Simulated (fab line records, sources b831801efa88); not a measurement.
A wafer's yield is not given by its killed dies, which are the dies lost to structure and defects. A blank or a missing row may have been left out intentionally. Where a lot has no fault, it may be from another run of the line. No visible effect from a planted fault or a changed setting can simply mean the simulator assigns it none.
Matching of chambers / flow sfq_line / SFQ_TRILAYER_A5B_CMP_CMP_130 on cmp-01: 4 sister chambers
The step polishes, stops on Nb, target thk 340.7 nm. 14 wafers are shown with their chamber, then 7 later ones without.

== WAFERS PAIRED WITH THEIR CHAMBERS ==
wafer=L545.3; chamber=3; motor_current_A (A)=10.6; slurry_flow_ml_min=149.2; platen_rpm (rpm)=60.01
wafer=L545.4; chamber=0; motor_current_A (A)=8.6; slurry_flow_ml_min=149.7; platen_rpm (rpm)=59.98
wafer=L545.1; chamber=2; motor_current_A (A)=9.9; slurry_flow_ml_min=149.3; platen_rpm (rpm)=60.01
wafer=L547.1; chamber=2; motor_current_A (A)=10.1; slurry_flow_ml_min=150.0; platen_rpm (rpm)=60.03
wafer=L548.2; chamber=0; motor_current_A (A)=8.3; slurry_flow_ml_min=149.3; platen_rpm (rpm)=60.02
wafer=L548.4; chamber=2; motor_current_A (A)=9.9; slurry_flow_ml_min=149.4; platen_rpm (rpm)=60.04
wafer=L562.1; chamber=0; motor_current_A (A)=8.4; slurry_flow_ml_min=149.9; platen_rpm (rpm)=60.05
wafer=L562.2; chamber=2; motor_current_A (A)=9.6; slurry_flow_ml_min=150.2; platen_rpm (rpm)=59.98
wafer=L562.6; chamber=0; motor_current_A (A)=8.4; slurry_flow_ml_min=150.3; platen_rpm (rpm)=60.03
wafer=L564.2; chamber=1; motor_current_A (A)=10.3; slurry_flow_ml_min=149.4; platen_rpm (rpm)=59.96
wafer=L564.5; chamber=0; motor_current_A (A)=8.2; slurry_flow_ml_min=149.7; platen_rpm (rpm)=60.01
wafer=L564.6; chamber=1; motor_current_A (A)=10.3; slurry_flow_ml_min=149.8; platen_rpm (rpm)=60.03
wafer=L566.4; chamber=0; motor_current_A (A)=8.6; slurry_flow_ml_min=149.3; platen_rpm (rpm)=59.98
wafer=L566.2; chamber=2; motor_current_A (A)=10.4; slurry_flow_ml_min=150.1; platen_rpm (rpm)=60.08

SIGNATURES (means of the wafers above)
reading=motor_current_A; chamber 0=8.417; chamber 1=10.300; chamber 2=9.980; chamber 3=10.600; scatter within a chamber=0.218
reading=slurry_flow_ml_min; chamber 0=149.700; chamber 1=149.600; chamber 2=149.800; chamber 3=149.200; scatter within a chamber=0.387
reading=platen_rpm; chamber 0=60.0117; chamber 1=59.9950; chamber 2=60.0280; chamber 3=60.0100; scatter within a chamber=0.0344
Rule: for each reading, subtract the chamber's mean from the wafer's reading, divide by that reading's scatter and square the result; add these up over the readings and take the root, which gives the wafer's distance from the chamber. The wafer belongs to the nearest chamber; if the next one is less than 2 further off, it can't be placed. The scatter: the root of (the sum of the squares of (reading less its chamber's mean) over the shown wafers, divided by (wafers less chambers)).

== WAFERS WITHOUT THEIR CHAMBER ==
wafer=L566.6; motor_current_A (A)=8.3; slurry_flow_ml_min=150.4; platen_rpm (rpm)=59.98
wafer=L567.1; motor_current_A (A)=9.7; slurry_flow_ml_min=150.3; platen_rpm (rpm)=60.02
wafer=L567.5; motor_current_A (A)=11.5; slurry_flow_ml_min=149.1; platen_rpm (rpm)=60.03
wafer=L567.6; motor_current_A (A)=8.9; slurry_flow_ml_min=148.8; platen_rpm (rpm)=60.02
wafer=L568.1; motor_current_A (A)=10.8; slurry_flow_ml_min=150.6; platen_rpm (rpm)=59.95
wafer=L568.5; motor_current_A (A)=10.0; slurry_flow_ml_min=150.9; platen_rpm (rpm)=60.03
wafer=L568.6; motor_current_A (A)=9.9; slurry_flow_ml_min=149.5; platen_rpm (rpm)=59.95

== CHAMBER TAKEN BY EACH ==
wafer=L566.6; from the rows above=0; in truth=0
wafer=L567.1; from the rows above=can't be placed: 2 or 1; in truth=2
wafer=L567.5; from the rows above=can't be placed: 3 or 1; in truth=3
wafer=L567.6; from the rows above=0; in truth=0
wafer=L568.1; from the rows above=can't be placed: 1 or 3 or 2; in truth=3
wafer=L568.5; from the rows above=can't be placed: 2 or 1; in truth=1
wafer=L568.6; from the rows above=can't be placed: 1 or 2 or 3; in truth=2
Correctly placed: 2 of 7. Unplaceable from these rows: 5, with the true chamber sitting among the candidates in 5. Wrongly placed: 0.
